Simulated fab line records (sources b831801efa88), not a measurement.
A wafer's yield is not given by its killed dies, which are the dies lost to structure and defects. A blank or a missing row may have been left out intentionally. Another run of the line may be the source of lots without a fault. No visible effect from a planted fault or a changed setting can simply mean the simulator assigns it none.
fab line records	flow sfq-line	part 1 of 2: steps 1 to 26 of 37
record lots=5	wafers=15	last-day=86
route steps=325 shown I6@277 M7@281 I7@296 M8@311
lots untouched by any fault: they come from a run of this same line in which no faults occurred
start-h: hours from the record's opening day to when the first of the lot's shown wafers began	wait-h: time in hours since the lot's previous step	" identical to the entry in the row above	L1.1+2: a single row standing in for several wafers	- no value present, or no start provided	* or withheld: withheld	< > ~ a bound
route shown NAME@n: names a module that has steps shown in the file, with the first one's number in the route	usual: mean/standard deviation taken from wafers without a fault	same: alike in all rows	chamber/n: place in a boat	sites: readings site by site	_std_site: the standard deviation of these	_edge_site: the outer-site mean with the inner-site mean subtracted	radius-mm: how far each site lies from the wafer's centre	mask NAME#n: copy n	behind: tool/chamber where the wafer was last shaped	hold: why the lot was held/for how many hours/how that ended	device: whichever transistor did not switch (one of n, p or np)	end of line: at the end of the route, the tests of the same wafers	where a step has no rows: the recipe by itself	killed: dies that structure and defects cost at the first sort, which is not the same as the wafer's yield	map: the dies of a wafer, with x for killed, . for not killed, _ for no die there
set.NAME: the setting the step ran with; set.NAME@STEP: the setting that earlier step ran with	model.NAME: the simulator's own value behind a step, which no gauge read
lots seen at some steps along the route; tables by step, rows by wafer
services: a tool's chamber out of use, with start hour (start-h, from the record's first day; less than 0 if before it), hours out, and reason
## steps
# step SFQ_TRILAYER_I6_VIA_BARC_OPEN_VIA_ETCH_235
# recipe mask-material=PR	chemistry=O2	target-depth-nm=125	target=BARC	source-w=500	bias-w=80	pressure-mtorr=30	time-s=41.7
# usual drypump-motor-current-A=5.9/0.49	oes-product-au=0.685/0.0047
lot.wafer	tool	chamber	start-h	wait-h	drypump-motor-current-A	oes-product-au	rf-hours-counter-h
L078.1	rie-diel-04	0	1626.43	0.0	6.3	0.693	13
L078.2	"	2	"	"	6.4	0.679	10
L078.5	"	3	"	"	6.7	0.681	-
L079.2	rie-diel-01	0	1627.63	0.0	6.0	0.685	12
L079.5	"	0	"	"	6.0	0.689	-
L079.6	"	1	"	"	4.8	0.685	-
L085.1	rie-diel-02	1	1819.78	0.0	6.3	0.683	18
L085.3	"	3	"	"	5.6	0.684	17
L085.5	"	0	"	"	6.1	0.692	-
L089.1	rie-diel-04	1	1965.74	0.0	5.2	0.683	2
L089.3	"	0	"	"	6.3	0.699	16
L089.5	"	3	"	"	6.7	0.684	-
L090.1	rie-diel-02	3	1970.54	0.0	5.6	0.681	19
L090.4	"	2	"	"	6.1	0.682	16
L090.6	"	3	"	"	5.6	0.685	-
# step SFQ_TRILAYER_I6_VIA_ETCH_VIA_ETCH_172
# recipe target=SiO2	stop-on=Nb	mask-material=PR	taper-deg=20	chemistry=CHF3	target-depth-nm=260	source-w=500	bias-w=80	pressure-mtorr=30	time-s=withheld
# usual drypump-motor-current-A=5.9/0.49	oes-product-au=0.854/0.0056
lot.wafer	tool	chamber	start-h	wait-h	drypump-motor-current-A	oes-product-au
L078.1	rie-diel-04	0	1626.47	0.0	6.3	0.849
L078.2	"	2	"	"	6.4	0.865
L078.5	"	3	"	"	6.7	0.855
L079.2	rie-diel-01	0	1627.67	0.0	6.0	0.863
L079.5	"	0	"	"	6.0	0.854
L079.6	"	1	"	"	4.8	0.853
L085.1	rie-diel-02	1	1819.82	0.0	6.3	0.854
L085.3	"	3	"	"	5.6	0.853
L085.5	"	0	"	"	6.2	0.840
L089.1	rie-diel-04	1	1965.78	0.0	5.2	0.862
L089.3	"	0	"	"	6.3	0.858
L089.5	"	3	"	"	6.7	0.852
L090.1	rie-diel-02	3	1970.58	0.0	5.6	0.857
L090.4	"	2	"	"	6.0	0.864
L090.6	"	3	"	"	5.6	0.847
# step SFQ_TRILAYER_I6_VIA_STRIP_STRIP_173
# recipe gas=O2	power-w=200	platen-temp-c=40	overash-fraction=0.65	chemistry=O2	pressure-mtorr=50
# usual drypump-motor-current-A=5.51/0.2	oes-product-au=1.002/0.0076	platen-temp-c=40.00/0.1
lot.wafer	tool	chamber	start-h	wait-h	drypump-motor-current-A	oes-product-au	platen-temp-c	rf-hours-counter-h
L078.1	rie-metal-01	0	1626.58	-	5.41	1.008	39.86	11
L078.2	"	1	"	"	5.53	0.999	40.16	99
L078.5	"	1	"	"	5.57	1.006	39.96	-
L079.2	rie-metal-02	1	1627.78	-	5.82	0.998	39.92	91
L079.5	"	1	"	"	5.82	1.007	39.94	-
L079.6	"	0	"	"	5.22	0.998	39.91	-
L085.1	rie-metal-02	1	1819.94	-	5.82	1.008	40.26	119
L085.3	"	0	"	"	5.24	1.000	40.14	-
L085.5	"	0	"	"	5.23	1.001	39.99	-
L089.1	rie-metal-02	0	1965.90	-	5.23	1.003	39.95	32
L089.3	"	0	"	"	5.23	1.001	40.07	-
L089.5	"	0	"	"	5.21	1.009	40.01	-
L090.1	rie-metal-01	1	1970.70	-	5.63	1.018	40.07	25
L090.4	"	1	"	"	5.59	1.002	39.92	-
L090.6	"	0	"	"	5.41	0.992	40.09	-
# step SFQ_TRILAYER_I6_VIA_STRIP_SOLV_CLEAN_174
# recipe chemistry=NMP	temp-c=70	time-s=600
# usual temp-c=69.99/0.13
lot.wafer	tool	chamber	start-h	wait-h	temp-c
L078.1	wet-bench-04	5	1627.18	0.4	70.02
L078.2	"	3	"	"	69.84
L078.5	"	4	"	"	70.08
L079.2	wet-bench-02	1	1628.38	0.4	70.04
L079.5	"	3	"	"	69.87
L079.6	"	0	"	"	70.10
L085.1	wet-bench-04	1	1820.54	0.4	69.93
L085.3	"	0	"	"	70.08
L085.5	"	7	"	"	70.04
L089.1	wet-bench-02	0	1966.50	0.4	70.08
L089.3	"	6	"	"	69.84
L089.5	"	1	"	"	69.85
L090.1	wet-bench-03	5	1971.30	0.4	69.88
L090.4	"	1	"	"	70.14
L090.6	"	3	"	"	70.03
# step SFQ_TRILAYER_M7_DEP_PRE_CLEAN_176
# recipe gas=Ar	time-s=22.5	bias-v=250
lot.wafer	tool	chamber	start-h	wait-h
L078.1+2+5	pvd-sputter-06	-	1627.37	0.0
L079.2+5+6	pvd-sputter-04	-	1628.56	0.0
L085.1+3+5	pvd-sputter-04	-	1820.73	0.0
L089.1+3+5	pvd-sputter-06	-	1966.67	0.0
L090.1+4+6	pvd-sputter-05	-	1971.65	0.0
# step SFQ_TRILAYER_M7_DEP_SPUTTER_175
# recipe material=Nb	base-pressure-pa=1.33e-06	chamber-pressure-pa=0.1333	substrate-temp-c=20	target-thk-nm=200	power-w=2000	time-s=133.3
# usual throttle-valve-pct=29.1/0.88
lot.wafer	tool	chamber	start-h	wait-h	throttle-valve-pct
L078.1	pvd-sputter-06	-	1627.40	0.0	29.5
L078.2	"	-	"	"	28.7
L078.5	"	-	"	"	29.8
L079.2	pvd-sputter-04	-	1628.59	0.0	27.3
L079.5	"	-	"	"	27.8
L079.6	"	-	"	"	30.2
L085.1	pvd-sputter-04	-	1820.76	0.0	30.0
L085.3	"	-	"	"	27.5
L085.5	"	-	"	"	28.5
L089.1	pvd-sputter-06	-	1966.70	0.0	30.1
L089.3	"	-	"	"	28.7
L089.5	"	-	"	"	30.0
L090.1	pvd-sputter-05	-	1971.68	0.0	28.2
L090.4	"	-	"	"	28.6
L090.6	"	-	"	"	28.2
# step SFQ_M7_RS_MEAS_943
# recipe thk-meas-gauge=four-point-probe	reads=Nb_of_TRILAYER_M7_DEP_SPUTTER_175
# usual M7_NB_RS=0.893/0.01
lot.wafer	tool	chamber	start-h	wait-h	M7_NB_RS[ohm/sq]
L078.1	film-metro-04	-	1627.49	0.0	0.912
L078.2	"	-	"	"	0.891
L078.5	"	-	"	"	0.899
L079.2	film-metro-02	-	1628.70	0.1	0.871
L079.5	"	-	"	"	0.883
L079.6	"	-	"	"	0.876
L085.1	film-metro-02	-	1820.85	0.0	0.885
L085.3	"	-	"	"	0.882
L085.5	"	-	"	"	0.891
L089.1	film-metro-02	-	1966.79	0.0	0.905
L089.3	"	-	"	"	0.897
L089.5	"	-	"	"	0.904
L090.1	film-metro-02	-	1971.77	0.0	0.902
L090.4	"	-	"	"	0.901
L090.6	"	-	"	"	0.900
# step SFQ_TRILAYER_M7_LITHO_COAT_182
# recipe resist=BARC	spin-rpm=3000	resist-thk-nm=62
lot.wafer	tool	chamber	start-h	wait-h
L078.1+2+5	litho-track-04	0	1627.67	0.1
L079.2+5+6	litho-track-03	0	1628.91	0.1
L085.1+3+5	litho-track-01	0	1821.03	0.1
L089.1+3+5	litho-track-03	0	1966.97	0.1
L090.1+4+6	litho-track-01	0	1971.95	0.1
# step SFQ_TRILAYER_M7_LITHO_COAT_177
# recipe resist=KrF	spin-rpm=3000	resist-thk-nm=600
lot.wafer	tool	chamber	start-h	wait-h
L078.1+2+5	litho-track-04	0	1627.97	0.2
L079.2+5+6	litho-track-03	0	1629.21	0.2
L085.1+3+5	litho-track-01	0	1821.33	0.2
L089.1+3+5	litho-track-03	0	1967.27	0.2
L090.1+4+6	litho-track-01	0	1972.25	0.2
# step SFQ_TRILAYER_M7_LITHO_SOFTBAKE_181
# recipe temp-c=withheld	time-s=withheld	resist=KrF
lot.wafer	tool	chamber	start-h	wait-h
L078.1+2+5	litho-track-04	0	1628.27	0.2
L079.2+5+6	litho-track-03	0	1629.48	0.2
L085.1+3+5	litho-track-01	0	1821.63	0.2
L089.1+3+5	litho-track-03	0	1967.57	0.2
L090.1+4+6	litho-track-01	0	1972.55	0.2
# step SFQ_TRILAYER_M7_LITHO_EXPOSE_178
# recipe mask-id=M7	na=0.6	source-shape=conventional	sigma-outer=0.65	target-cd-nm=500	dose-mj=14.4
# usual focus-offset-nm=-0.1/0.59	stage-vel-mm-s=499.98/0.25
lot.wafer	tool	chamber	start-h	wait-h	mask	focus-offset-nm	stage-vel-mm-s
L078.1	krf-scanner-01	0	1752.25	-	M7#0	-1.1	499.76
L078.2	"	0	"	"	M7#0	-0.1	499.82
L078.5	"	0	"	"	M7#0	-0.8	499.84
L079.2	krf-scanner-01	0	1753.65	-	M7#0	0.2	500.09
L079.5	"	0	"	"	M7#0	0.4	500.05
L079.6	"	0	"	"	M7#0	0.0	500.20
L085.1	krf-scanner-02	0	1933.01	-	M7#0	-0.4	500.07
L085.3	"	0	"	"	M7#0	-1.6	500.55
L085.5	"	0	"	"	M7#0	0.0	500.02
L089.1	krf-scanner-01	0	1967.90	-	M7#0	0.5	499.81
L089.3	"	0	"	"	M7#0	0.5	499.51
L089.5	"	0	"	"	M7#0	1.5	499.62
L090.1	krf-scanner-01	0	1972.70	-	M7#0	0.2	499.75
L090.4	"	0	"	"	M7#0	-0.4	499.66
L090.6	"	0	"	"	M7#0	-0.2	499.73
# step SFQ_TRILAYER_M7_LITHO_PEB_180
# recipe peb-temp-c=115	peb-time-s=60	resist=KrF
lot.wafer	tool	chamber	start-h	wait-h
L078.1+2+5	litho-track-03	0	1753.45	1.0
L079.2+5+6	litho-track-01	0	1754.67	0.8
L085.1+3+5	litho-track-03	0	1934.21	1.0
L089.1+3+5	litho-track-03	0	1969.10	1.0
L090.1+4+6	litho-track-01	0	1973.90	1.0
# step SFQ_TRILAYER_M7_LITHO_DEVELOP_179
# recipe time-s=60	resist=KrF
lot.wafer	tool	chamber	start-h	wait-h
L078.1+2+5	litho-track-03	0	1753.60	0.1
L079.2+5+6	litho-track-01	0	1754.82	0.1
L085.1+3+5	litho-track-03	0	1934.36	0.1
L089.1+3+5	litho-track-03	0	1969.25	0.1
L090.1+4+6	litho-track-01	0	1974.05	0.1
# step SFQ_M7_OVL_MEAS_945
# usual M7_OVL=-2/5.3
lot.wafer	tool	chamber	start-h	wait-h	M7_OVL[nm]
L078.1	overlay-01	-	1753.75	0.1	5
L078.2	"	-	"	"	2
L078.5	"	-	"	"	4
L079.2	overlay-02	-	1754.95	0.1	-6
L079.5	"	-	"	"	0
L079.6	"	-	"	"	-5
L085.1	overlay-01	-	1934.51	0.1	-10
L085.3	"	-	"	"	-12
L085.5	"	-	"	"	-6
L089.1	overlay-02	-	1969.40	0.1	-4
L089.3	"	-	"	"	-2
L089.5	"	-	"	"	-6
L090.1	overlay-02	-	1974.20	0.1	-5
L090.4	"	-	"	"	-2
L090.6	"	-	"	"	-3
# step SFQ_TRILAYER_M7_BARC_OPEN_METAL_ETCH_229
# recipe mask-material=PR	chemistry=O2	target-depth-nm=125	target=BARC	icp-w=600	bias-w=80	pressure-mtorr=10	time-s=41.7
# usual drypump-motor-current-A=5.51/0.26	oes-product-au=0.685/0.005
lot.wafer	tool	chamber	start-h	wait-h	drypump-motor-current-A	oes-product-au	rf-hours-counter-h
L078.1	rie-metal-03	0	1753.78	0.0	5.22	0.691	27
L078.2	"	0	"	"	5.21	0.692	-
L078.5	"	0	"	"	5.23	0.680	-
L079.2	rie-metal-02	0	1754.98	0.0	5.20	0.676	2
L079.5	"	0	"	"	5.22	0.684	-
L079.6	"	1	"	"	5.81	0.673	-
L085.1	rie-metal-02	1	1934.54	0.0	5.81	0.689	13
L085.3	"	0	"	"	5.23	0.685	-
L085.5	"	1	"	"	5.81	0.688	-
L089.1	rie-metal-03	0	1969.43	0.0	5.23	0.686	56
L089.3	"	1	"	"	5.81	0.686	-
L089.5	"	0	"	"	5.17	0.684	-
L090.1	rie-metal-03	0	1974.23	0.0	5.21	0.682	57
L090.4	"	1	"	"	5.81	0.686	-
L090.6	"	0	"	"	5.16	0.685	-
# step SFQ_TRILAYER_M7_ETCH_METAL_ETCH_180
# recipe target=Nb	stop-on=SiO2	mask-material=PR	chemistry=Cl2/Ar	target-depth-nm=240	icp-w=600	bias-w=80	pressure-mtorr=10	time-s=120
# usual drypump-motor-current-A=5.51/0.26	oes-product-au=0.892/0.0071
lot.wafer	tool	chamber	start-h	wait-h	drypump-motor-current-A	oes-product-au	rf-hours-counter-h
L078.1	rie-metal-03	0	1753.90	0.1	5.17	0.888	27
L078.2	"	0	"	"	5.17	0.891	-
L078.5	"	0	"	"	5.13	0.886	-
L079.2	rie-metal-02	0	1755.04	0.0	5.22	0.907	2
L079.5	"	0	"	"	5.21	0.908	-
L079.6	"	1	"	"	5.83	0.902	-
L085.1	rie-metal-02	1	1934.60	0.0	5.83	0.894	13
L085.3	"	0	"	"	5.23	0.902	-
L085.5	"	1	"	"	5.83	0.898	-
L089.1	rie-metal-03	0	1969.49	0.0	5.19	0.892	57
L089.3	"	1	"	"	5.79	0.892	-
L089.5	"	0	"	"	5.17	0.889	-
L090.1	rie-metal-03	0	1974.29	0.0	5.20	0.886	57
L090.4	"	1	"	"	5.82	0.887	-
L090.6	"	0	"	"	5.18	0.889	-
# step SFQ_TRILAYER_M7_STRIP_STRIP_181
# recipe gas=O2	power-w=200	platen-temp-c=40	overash-fraction=0.65	chemistry=O2	pressure-mtorr=50
# usual drypump-motor-current-A=5.51/0.26	oes-product-au=1.008/0.0085	platen-temp-c=39.98/0.12
lot.wafer	tool	chamber	start-h	wait-h	drypump-motor-current-A	oes-product-au	platen-temp-c	rf-hours-counter-h
L078.1	rie-metal-03	0	1754.15	0.2	5.14	1.022	40.07	27
L078.2	"	0	"	"	5.12	1.015	40.13	-
L078.5	"	0	"	"	5.15	1.029	39.99	-
L079.2	rie-metal-02	0	1755.17	0.1	5.20	1.007	39.96	2
L079.5	"	0	"	"	5.20	1.002	40.05	-
L079.6	"	1	"	"	5.82	1.008	40.01	-
L085.1	rie-metal-02	1	1934.73	0.1	5.82	1.011	39.91	13
L085.3	"	0	"	"	5.21	1.003	40.08	-
L085.5	"	1	"	"	5.83	1.007	39.89	-
L089.1	rie-metal-03	0	1969.62	0.1	5.16	1.027	39.75	57
L089.3	"	1	"	"	5.80	1.001	39.80	-
L089.5	"	0	"	"	5.18	1.021	39.83	-
L090.1	rie-metal-03	0	1974.42	0.1	5.16	1.032	39.88	57
L090.4	"	1	"	"	5.81	1.021	40.17	-
L090.6	"	0	"	"	5.16	1.021	39.97	-
# step SFQ_TRILAYER_M7_STRIP_SOLV_CLEAN_182
# recipe chemistry=NMP	temp-c=70	time-s=600
# usual temp-c=70.02/0.12
lot.wafer	tool	chamber	start-h	wait-h	temp-c
L078.1	wet-bench-01	2	1755.35	1.0	70.14
L078.2	"	5	"	"	70.24
L078.5	"	7	"	"	70.12
L079.2	wet-bench-04	5	1755.77	0.4	69.90
L079.5	"	7	"	"	70.07
L079.6	"	4	"	"	69.94
L085.1	wet-bench-04	2	1935.33	0.4	69.99
L085.3	"	3	"	"	70.13
L085.5	"	5	"	"	70.05
L089.1	wet-bench-02	1	1970.22	0.4	69.96
L089.3	"	6	"	"	69.93
L089.5	"	5	"	"	70.02
L090.1	wet-bench-01	4	1975.02	0.4	69.92
L090.4	"	7	"	"	70.01
L090.6	"	5	"	"	70.03
# step SFQ_TRILAYER_I7_DEP_PECVD_183
# recipe material=SiO2	temp-c=150	time-s=111.11	pressure-torr=2.4	rf-w=183.3	precursor=SiH4/N2O	target-thk-nm=500
# usual heater-power-w=89/16	throttle-valve-pct=25.2/1.5
lot.wafer	tool	chamber	start-h	wait-h	heater-power-w	throttle-valve-pct
L078.1	pecvd-02	1	1755.53	0.0	103	26.0
L078.2	"	2	"	"	96	26.3
L078.5	"	1	"	"	103	25.8
L079.2	pecvd-03	1	1755.94	0.0	66	23.8
L079.5	"	2	"	"	119	25.4
L079.6	"	1	"	"	69	23.5
L085.1	pecvd-03	0	1935.50	0.0	79	23.2
L085.3	"	1	"	"	56	23.9
L085.5	"	2	"	"	101	25.6
L089.1	pecvd-03	2	1970.39	0.0	107	25.7
L089.3	"	0	"	"	83	23.4
L089.5	"	1	"	"	58	24.4
L090.1	pecvd-03	0	1975.19	0.0	85	23.8
L090.4	"	0	"	"	71	23.6
L090.6	"	1	"	"	67	24.2
# step SFQ_TRILAYER_I7_CMP_CMP_184
# recipe material=SiO2	down-force-psi=3	platen-rpm=60	pad-velocity-m-s=0.94248
# usual motor-current-A=10.2/0.78	time-to-endpoint-s=215/7.7
lot.wafer	tool	chamber	start-h	wait-h	motor-current-A	time-to-endpoint-s
L078.2	cmp-01	2	1755.61	0.0	10.6	210
L078.1	"	0	1756.61	1.0	9.7	221
L078.5	"	3	1758.11	2.5	11.0	214
L079.2	cmp-02	0	1757.70	1.7	9.6	212
L079.5	"	2	1758.70	2.7	9.1	208
L079.6	"	3	"	"	11.9	216
L085.3	cmp-01	3	1936.08	0.5	10.5	205
L085.1	"	1	1937.08	1.5	10.9	223
L085.5	"	2	"	"	10.4	225
L089.3	cmp-02	3	1971.87	1.4	11.3	212
L089.1	"	1	1972.87	2.4	9.9	212
L089.5	"	2	"	"	9.3	212
L090.1	cmp-02	2	1975.27	0.0	8.5	199
L090.4	"	1	1976.77	1.5	10.1	208
L090.6	"	2	"	"	9.6	206
# step SFQ_I7_BOW_MEAS_946
# recipe mode=bow
# usual I7_BOW=3/9.9
lot.wafer	tool	chamber	start-h	wait-h	I7_BOW[um]
L078.1	film-metro-03	-	1758.61	1.5	1
L078.2	"	-	"	"	7
L078.5	"	-	"	"	-2
L079.2	film-metro-01	-	1759.72	1.5	13
L079.5	"	-	"	"	4
L079.6	"	-	"	"	3
L085.1	film-metro-01	-	1938.58	1.0	1
L085.3	"	-	"	"	8
L085.5	"	-	"	"	0
L089.1	film-metro-03	-	1974.37	1.0	9
L089.3	"	-	"	"	6
L089.5	"	-	"	"	13
L090.1	film-metro-04	-	1978.27	2.5	-18
L090.4	"	-	"	"	-9
L090.6	"	-	"	"	-7
# step SFQ_TRILAYER_I7_METRO_MEASURE_185
# usual thk-nm=200.1/1.2
lot.wafer	tool	chamber	start-h	wait-h	thk-nm
L078.1	film-metro-03	-	1758.73	0.1	200.3
L078.2	"	-	"	"	200.5
L078.5	"	-	"	"	200.0
L079.2	film-metro-01	-	1760.02	0.3	200.7
L079.5	"	-	"	"	200.8
L079.6	"	-	"	"	200.2
L085.1	film-metro-01	-	1938.70	0.1	201.5
L085.3	"	-	"	"	198.7
L085.5	"	-	"	"	198.9
L089.1	film-metro-03	-	1974.49	0.1	200.3
L089.3	"	-	"	"	199.7
L089.5	"	-	"	"	200.7
L090.1	film-metro-04	-	1978.39	0.1	198.4
L090.4	"	-	"	"	199.4
L090.6	"	-	"	"	198.9
# step SFQ_TRILAYER_I7_VIA_LITHO_COAT_192
# recipe resist=BARC	spin-rpm=3000	resist-thk-nm=62
lot.wafer	tool	chamber	start-h	wait-h
L078.1+2+5	litho-track-03	0	1759.93	1.0
L079.2+5+6	litho-track-02	0	1761.07	0.8
L085.1+3+5	litho-track-01	0	1939.90	1.0
L089.1+3+5	litho-track-02	0	1975.69	1.0
L090.1+4+6	litho-track-03	0	1979.59	1.0
# step SFQ_TRILAYER_I7_VIA_LITHO_COAT_187
# recipe resist=KrF	spin-rpm=3000	resist-thk-nm=650
lot.wafer	tool	chamber	start-h	wait-h
L078.1+2+5	litho-track-03	0	1760.23	0.2
L079.2+5+6	litho-track-02	0	1761.37	0.2
L085.1+3+5	litho-track-01	0	1940.20	0.2
L089.1+3+5	litho-track-02	0	1975.99	0.2
L090.1+4+6	litho-track-03	0	1979.89	0.2
# step SFQ_TRILAYER_I7_VIA_LITHO_SOFTBAKE_191
# recipe temp-c=withheld	time-s=withheld	resist=KrF
lot.wafer	tool	chamber	start-h	wait-h
L078.1+2+5	litho-track-03	0	1760.53	0.2
L079.2+5+6	litho-track-02	0	1761.65	0.2
L085.1+3+5	litho-track-01	0	1940.50	0.2
L089.1+3+5	litho-track-02	0	1976.29	0.2
L090.1+4+6	litho-track-03	0	1980.19	0.2
# step SFQ_TRILAYER_I7_VIA_LITHO_EXPOSE_188
# recipe mask-id=I7	na=0.6	source-shape=conventional	sigma-outer=0.65	target-cd-nm=1000	dose-mj=21.3
# usual focus-offset-nm=0.0/0.5	stage-vel-mm-s=499.98/0.26
lot.wafer	tool	chamber	start-h	wait-h	mask	focus-offset-nm	stage-vel-mm-s
L078.1	krf-scanner-02	0	1871.02	-	I7#0	-0.5	500.13
L078.2	"	0	"	"	I7#0	-0.4	499.83
L078.5	"	0	"	"	I7#0	-0.7	499.76
L079.2	krf-scanner-01	0	1873.45	-	I7#0	-0.2	499.99
L079.5	"	0	"	"	I7#0	-0.1	500.02
L079.6	"	0	"	"	I7#0	0.0	500.26
L085.1	krf-scanner-01	0	1941.47	-	I7#0	0.8	499.64
L085.3	"	0	"	"	I7#0	0.4	499.73
L085.5	"	0	"	"	I7#0	0.5	499.57
L089.1	krf-scanner-02	0	1980.25	-	I7#0	0.7	500.11
L089.3	"	0	"	"	I7#0	1.0	500.08
L089.5	"	0	"	"	I7#0	0.4	500.26
L090.1	krf-scanner-02	0	1982.65	-	I7#0	-0.2	499.74
L090.4	"	0	"	"	I7#0	-1.0	499.60
L090.6	"	0	"	"	I7#0	-0.2	499.46
